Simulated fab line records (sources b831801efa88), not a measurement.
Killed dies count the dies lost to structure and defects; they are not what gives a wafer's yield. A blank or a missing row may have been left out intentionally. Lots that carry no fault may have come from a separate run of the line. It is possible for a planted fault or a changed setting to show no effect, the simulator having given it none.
fab line records	flow sky130
[record] lots = 12	wafers = 36	last_day = 50
route steps=708 shown METAL2@501 VIA2@527 CAPM@539 PAD_OPEN@708
lots that met no fault: taken from a fault-free run of the same line
start_h: the number of hours between the record's first day and the start of the first shown wafer of the lot	wait_h: how many hours have passed since the lot's step before this one	" same as the row above	L1.1+2: a row that stands for several wafers	- either no value or no given start	* or withheld: withheld	< > ~ a bound
route shown NAME@n: NAME is a module with steps in the file, n the number in the route of the first one	usual: the fault-free wafers' mean and standard deviation	same: alike in all rows	chamber/n: place in a boat	sites: the reading at each site	_std_site: the values' standard deviation	_edge_site: outer sites' mean less inner sites'	radius_mm: how far each site lies from the wafer's centre	mask NAME#n: copy n	behind: the most recent tool/chamber to have shaped the wafer	hold: the reason the lot was held/the length of the hold in hours/how it ended	device: transistor that didn't switch, given as n, p or np	end of line: the route-end tests of the same wafers	a step with no rows: only its recipe	killed: dies lost to structure and defects at the first sort, not the wafer's yield	map: a wafer's dies, marking killed ones x, the rest . and places with no die _
set.NAME: the setting as run; set.NAME@STEP: as run at that earlier step	model.NAME: the simulator's own value behind a step, which no gauge read
route steps across a sampled set of lots; one table per step, one row per wafer
services: from which hour (start_h, from the record's first day; less than 0 if before it) a tool's chamber was out of use, for how many hours, and why
[[steps]]
[step SKY_METAL2_ETCH_18]
[recipe] chemistry = N2/H2	target = BARC	ion_energy_ev = 200	bias_w = 100	pressure_mtorr = 30	n2_flow_sccm = 100	h2_flow_sccm = 200	icp_w = 500	stop_on = SiO2	time_s = 45.9	target_depth_a = 600
[usual] drypump_motor_current_A = 5.9/0.39	oes_product_au = 0.854/0.004	throttle_valve_pct = 13.226/0.0086
lot.wafer	tool	chamber	start_h	wait_h	drypump_motor_current_A	oes_product_au	rf_hours_counter_h	throttle_valve_pct
L657.2	rie_metal-04	1	823.53	0.0	6.1	0.856	9	13.215
L657.4	"	0	"	"	6.1	0.856	-	13.228
L657.5	"	0	"	"	6.1	0.860	-	13.216
L659.2	rie_metal-01	0	837.67	0.0	5.6	0.846	9	13.242
L659.4	"	0	"	"	5.6	0.857	-	13.221
L659.5	"	0	"	"	5.6	0.854	-	13.215
L660.2	rie_metal-01	0	843.64	0.1	5.6	0.853	-	13.212
L660.3	"	0	"	"	5.6	0.860	-	13.237
L660.6	"	0	"	"	5.6	0.852	-	13.228
L667.1	rie_metal-02	1	903.72	0.0	5.2	0.850	15	13.253
L667.3	"	1	"	"	5.2	0.850	-	13.244
L667.4	"	0	"	"	6.4	0.854	-	13.221
L669.2	rie_metal-01	0	926.09	0.0	5.6	0.852	14	13.218
L669.5	"	0	"	"	5.6	0.858	-	13.224
L669.6	"	1	"	"	6.0	0.851	-	13.224
L671.2	rie_metal-02	1	946.34	0.0	5.2	0.852	17	13.225
L671.3	"	1	"	"	5.2	0.853	-	13.236
L671.4	"	0	"	"	6.4	0.858	-	13.211
L674.1	rie_metal-02	0	952.37	0.0	6.3	0.856	12	13.216
L674.3	"	1	"	"	5.2	0.848	-	13.217
L674.5	"	0	"	"	6.4	0.852	-	13.223
L675.1	rie_metal-02	1	955.94	0.0	5.2	0.855	17	13.217
L675.5	"	1	"	"	5.2	0.856	-	13.235
L675.6	"	0	"	"	6.4	0.854	-	13.215
L676.1	rie_metal-02	1	961.67	0.0	5.2	0.850	17	13.227
L676.3	"	0	"	"	6.4	0.858	-	13.225
L676.4	"	1	"	"	5.2	0.863	-	13.232
L677.2	rie_metal-04	1	961.79	0.0	6.1	0.854	16	13.230
L677.4	"	0	"	"	6.1	0.852	-	13.238
L677.5	"	1	"	"	6.1	0.850	-	13.225
L678.1	rie_metal-04	1	978.89	0.0	6.1	0.852	17	13.231
L678.2	"	0	"	"	6.1	0.857	3	13.210
L678.6	"	0	"	"	6.1	0.851	-	13.228
L679.3	rie_metal-02	1	986.16	0.0	5.2	0.849	-	13.237
L679.5	"	0	"	"	6.4	0.852	-	13.236
L679.6	"	1	"	"	5.2	0.863	-	13.236
[step SKY_VIA2_SPUTTER_20]
[recipe] material = TiN	target_thk_nm = 20	chamber_pressure_pa = 5	power_w = 4000	time_s = 80
[usual] cathode_dc_power_W = 4000.0/0.67	throttle_valve_pct = 30.0/0.99
lot.wafer	tool	chamber	start_h	wait_h	cathode_dc_power_W	throttle_valve_pct
L657.2	pvd_sputter-04	-	851.34	0.0	4000.8	28.8
L657.4	"	-	"	"	3999.2	30.1
L657.5	"	-	"	"	3999.9	30.0
L659.2	pvd_sputter-04	-	865.34	0.0	3998.9	28.4
L659.4	"	-	"	"	3999.6	28.2
L659.5	"	-	"	"	3999.7	30.2
L660.2	pvd_sputter-04	-	871.49	0.0	3999.8	30.2
L660.3	"	-	"	"	4000.1	29.0
L660.6	"	-	"	"	4000.3	30.3
L667.1	pvd_sputter-03	-	930.34	0.0	3999.6	30.5
L667.3	"	-	"	"	3999.7	30.0
L667.4	"	-	"	"	4000.5	29.4
L669.2	pvd_sputter-02	-	953.31	0.0	3999.4	30.3
L669.5	"	-	"	"	3999.9	30.4
L669.6	"	-	"	"	4000.1	29.8
L671.2	pvd_sputter-02	-	972.79	0.0	4118.3	30.0
L671.3	"	-	"	"	3999.6	30.5
L671.4	"	-	"	"	4000.4	29.5
L674.1	pvd_sputter-03	-	978.95	0.0	3999.7	32.1
L674.3	"	-	"	"	4000.2	29.9
L674.5	"	-	"	"	3999.9	31.7
L675.1	pvd_sputter-04	-	981.87	0.0	4000.8	30.1
L675.5	"	-	"	"	4001.3	30.1
L675.6	"	-	"	"	3999.1	28.3
L676.1	pvd_sputter-03	-	988.03	0.0	4000.1	32.0
L676.3	"	-	"	"	3999.6	30.6
L676.4	"	-	"	"	3999.7	29.6
L677.2	pvd_sputter-04	-	988.46	0.0	3998.1	28.5
L677.4	"	-	"	"	4000.4	30.5
L677.5	"	-	"	"	3999.6	30.2
L678.1	pvd_sputter-03	-	1004.53	0.0	3999.8	30.5
L678.2	"	-	"	"	4002.2	29.5
L678.6	"	-	"	"	4000.7	30.8
L679.3	pvd_sputter-03	-	1011.33	0.0	3999.3	29.5
L679.5	"	-	"	"	4000.4	29.7
L679.6	"	-	"	"	4000.6	31.9
[step SKY_CAPM_SPUTTER_02]
[recipe] material = TiN	target_thk_nm = 200	temp_c = 300	power_w = 6500	time_s = 166.7	chamber_pressure_pa = 0.4
[usual] cathode_dc_power_W = 6500.0/1.1	throttle_valve_pct = 30.0/0.55
lot.wafer	tool	chamber	start_h	wait_h	cathode_dc_power_W	throttle_valve_pct
L657.2	pvd_sputter-02	-	852.24	0.0	6499.9	30.2
L657.4	"	-	"	"	6502.0	30.0
L657.5	"	-	"	"	6500.8	30.3
L659.2	pvd_sputter-02	-	866.26	0.0	6501.1	30.0
L659.4	"	-	"	"	6498.9	29.9
L659.5	"	-	"	"	6500.2	30.4
L660.2	pvd_sputter-02	-	872.40	0.0	6499.0	30.1
L660.3	"	-	"	"	6499.9	30.2
L660.6	"	-	"	"	6499.7	29.9
L667.1	pvd_sputter-01	-	931.25	0.1	6499.5	29.9
L667.3	"	-	"	"	6497.9	29.6
L667.4	"	-	"	"	6498.3	31.6
L669.2	pvd_sputter-02	-	954.21	0.0	6500.6	30.3
L669.5	"	-	"	"	6500.9	30.0
L669.6	"	-	"	"	6499.6	29.5
L671.2	pvd_sputter-02	-	973.70	0.0	6500.5	30.2
L671.3	"	-	"	"	6499.1	29.4
L671.4	"	-	"	"	6499.8	29.9
L674.1	pvd_sputter-01	-	979.86	0.1	6499.2	31.5
L674.3	"	-	"	"	6501.6	29.2
L674.5	"	-	"	"	6498.6	29.9
L675.1	pvd_sputter-02	-	982.84	0.1	6499.9	30.0
L675.5	"	-	"	"	6499.8	30.2
L675.6	"	-	"	"	6499.5	30.4
L676.1	pvd_sputter-01	-	988.94	0.1	6501.0	29.7
L676.3	"	-	"	"	6500.7	29.6
L676.4	"	-	"	"	6500.7	29.4
L677.2	pvd_sputter-02	-	989.36	0.0	6500.1	30.3
L677.4	"	-	"	"	6499.7	29.7
L677.5	"	-	"	"	6500.8	30.3
L678.1	pvd_sputter-02	-	1005.44	0.1	6497.2	30.3
L678.2	"	-	"	"	6499.1	29.6
L678.6	"	-	"	"	6500.8	30.0
L679.3	pvd_sputter-02	-	1012.25	0.0	6501.1	29.7
L679.5	"	-	"	"	6499.6	29.7
L679.6	"	-	"	"	6499.9	30.4
[step SKY_CAPM_THK_MEAS_04]
[recipe] thk_meas_gauge = xrf	reads = TiN_of_CAPM_SPUTTER_02
[usual] CAPM_TIN_THK = 201.9/3
lot.wafer	tool	chamber	start_h	wait_h	CAPM_TIN_THK[nm]
L657.2	film_metro-03	-	852.48	0.1	201.5
L657.4	"	-	"	"	196.2
L657.5	"	-	"	"	202.6
L659.2	film_metro-03	-	866.50	0.1	205.0
L659.4	"	-	"	"	198.8
L659.5	"	-	"	"	204.6
L660.2	film_metro-03	-	872.64	0.1	198.1
L660.3	"	-	"	"	205.3
L660.6	"	-	"	"	203.6
L667.1	film_metro-01	-	931.48	0.1	197.4
L667.3	"	-	"	"	198.2
L667.4	"	-	"	"	197.8
L669.2	film_metro-02	-	954.45	0.1	201.1
L669.5	"	-	"	"	198.6
L669.6	"	-	"	"	201.2
L671.2	film_metro-01	-	973.94	0.1	201.9
L671.3	"	-	"	"	202.9
L671.4	"	-	"	"	202.0
L674.1	film_metro-02	-	980.09	0.1	204.0
L674.3	"	-	"	"	204.2
L674.5	"	-	"	"	202.3
L675.1	film_metro-01	-	983.07	0.1	195.8
L675.5	"	-	"	"	195.9
L675.6	"	-	"	"	200.1
L676.1	film_metro-03	-	989.17	0.1	203.2
L676.3	"	-	"	"	205.0
L676.4	"	-	"	"	203.8
L677.2	film_metro-02	-	989.60	0.1	199.6
L677.4	"	-	"	"	206.1
L677.5	"	-	"	"	203.7
L678.1	film_metro-01	-	1005.67	0.1	201.4
L678.2	"	-	"	"	202.8
L678.6	"	-	"	"	203.7
L679.3	film_metro-03	-	1012.50	0.1	204.0
L679.5	"	-	"	"	205.6
L679.6	"	-	"	"	204.6
[step SKY_PAD_OPEN_PROBE_99]
[usual] defect_limited_yield = 82.5/1.8	killed_at_M0_to_M3 = 43/6.5	killed_at_M4_up = 3.1/1.8	killed_at_contacts = 24/4.8	killed_at_front_end = 15/4.7	killed_at_other = 0.3/0.58	killed_dies = 86/8.6	killed_open = 47/6.7	killed_short = 39/6.1	sort_bin_3_pad_short = 0.8/0.38	sort_bin_5_function = 10.4/1.3	sort_bin_6_memory = 6.2/1.1	sort_n_pass = 406/8.6	sort_yield_pct = 82.5/1.8
[same] gross_dies = 492	killed_at_back_side = 0	sort_bin_4_leakage[%] = 0	sort_bin_8_speed[%] = 0
lot.wafer	tool	chamber	start_h	wait_h	defect_limited_yield[%]	killed_at_M0_to_M3	killed_at_M4_up	killed_at_contacts	killed_at_front_end	killed_at_other	killed_dies	killed_open	killed_short	sort_bin_3_pad_short[%]	sort_bin_5_function[%]	sort_bin_6_memory[%]	sort_n_pass	sort_yield_pct[%]
L657.2	prober-01	-	1075.75	0.1	82.3	41	4	26	15	1	87	49	38	1.0	8.7	7.9	405	82.3
L657.4	prober-01	-	1075.85	0.2	85.4	31	4	23	14	0	72	34	38	1.0	8.3	5.3	420	85.4
L657.5	prober-01	-	1075.90	0.2	79.1	48	2	34	17	2	103	58	45	1.2	11.4	8.3	389	79.1
L677.2	prober-01	-	1185.02	0.1	82.3	55	2	24	6	0	87	52	35	0.8	11.4	5.5	405	82.3
L677.4	prober-01	-	1185.12	0.2	84.3	44	2	17	14	0	77	43	34	0.8	9.8	5.1	415	84.3
L677.5	prober-01	-	1185.17	0.2	84.1	40	6	15	17	0	78	47	31	0.4	10.2	5.3	414	84.1
// killed by level:class
L657.2 CONTACT:geometric_particle:open=8 VIA1:geometric_particle:open=8 LI_CONTACT:geometric_particle:open=7 POLY_GATE:geometric_particle:open=5 LOCAL_INTERCONNECT:geometric_particle:short=5 VIA2:geometric_particle:open=4 POLY_GATE:geometric_particle:short=4 METAL2:geometric_particle:short=4
L657.4 VIA1:geometric_particle:open=10 METAL2:geometric_particle:short=7 LI_CONTACT:geometric_particle:open=7 LOCAL_INTERCONNECT:geometric_particle:short=5 CONTACT:geometric_particle:open=5 POLY_GATE:geometric_particle:short=4 CONTACT:geometric_particle:short=4 FIELD_ISO:geometric_particle:open=3
L657.5 VIA3:geometric_particle:open=15 VIA1:geometric_particle:open=11 LOCAL_INTERCONNECT:geometric_particle:short=9 LI_CONTACT:geometric_particle:open=8 CONTACT:geometric_particle:open=7 FIELD_ISO:geometric_particle:short=6 LI_CONTACT:geometric_particle:short=6 FIELD_ISO:geometric_particle:open=5
L677.2 VIA1:geometric_particle:open=20 LI_CONTACT:geometric_particle:open=9 CONTACT:geometric_particle:open=8 VIA1:geometric_particle:short=7 VIA3:geometric_particle:open=7 METAL3:geometric_particle:short=5 LI_CONTACT:geometric_particle:short=4 METAL2:geometric_particle:short=4
L677.4 VIA1:geometric_particle:open=11 METAL2:geometric_particle:short=7 CONTACT:geometric_particle:open=6 VIA3:geometric_particle:open=6 VIA2:geometric_particle:open=6 POLY_GATE:geometric_particle:short=5 POLY_GATE:geometric_particle:open=3 LI_CONTACT:geometric_particle:open=3
L677.5 VIA1:geometric_particle:open=10 VIA3:geometric_particle:open=8 VIA2:geometric_particle:open=7 FIELD_ISO:geometric_particle:open=6 LI_CONTACT:geometric_particle:open=6 FIELD_ISO:geometric_particle:short=4 VIA2:geometric_particle:short=4 METAL4:geometric_particle:short=4
[[services]]
tool	chamber	start_h	hours	kind
rie_metal-04	-	821.07	1.4	pm
pvd_sputter-03	-	830.50	0.8	repair
rie_metal-01	1	839.44	32.8	repair
pvd_sputter-02	-	844.61	2.9	repair
pvd_sputter-01	-	851.09	0.8	repair
pvd_sputter-03	-	855.03	1.9	repair
pvd_sputter-01	-	883.96	5.5	repair
pvd_sputter-01	-	886.09	6.2	repair
pvd_sputter-01	-	886.37	1.7	repair
rie_metal-02	-	886.63	0.2	repair
rie_metal-01	-	895.79	14.6	pm
rie_metal-04	0	905.35	-	clean
rie_metal-04	0	905.35	21.4	scheduled_down
rie_metal-04	0	905.35	21.4	vent_cycle
pvd_sputter-02	-	910.62	4.6	repair
pvd_sputter-02	-	929.41	2.2	repair
pvd_sputter-03	-	975.62	0.7	repair
rie_metal-04	-	988.89	2.8	pm
rie_metal-01	-	989.50	1.4	pm
pvd_sputter-04	-	1010.58	3.0	repair
[[key]]
[first_sign] step = SKY_VIA2_SPUTTER_20	reading = cathode_dc_power_W	direction = up	sigmas = 99+	usual = 4000.0	struck = 4118.3
effect none on later readings
met_at SKY_VIA2_SPUTTER_20
struck_lots L671
struck_wafers L671.2
not_acting_at SKY_METAL2_ETCH_18,SKY_CAPM_SPUTTER_02,SKY_CAPM_THK_MEAS_04
[fault] kind = process_parameter_drift	tool = pvd_sputter-02	chamber = -	onset_h = 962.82	steps = SKY_VIA2_SPUTTER_20	channel = power_w	offset = *	shape = step	end_h = 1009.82	acts_in = *	stated = *	scope = struck_wafers_only
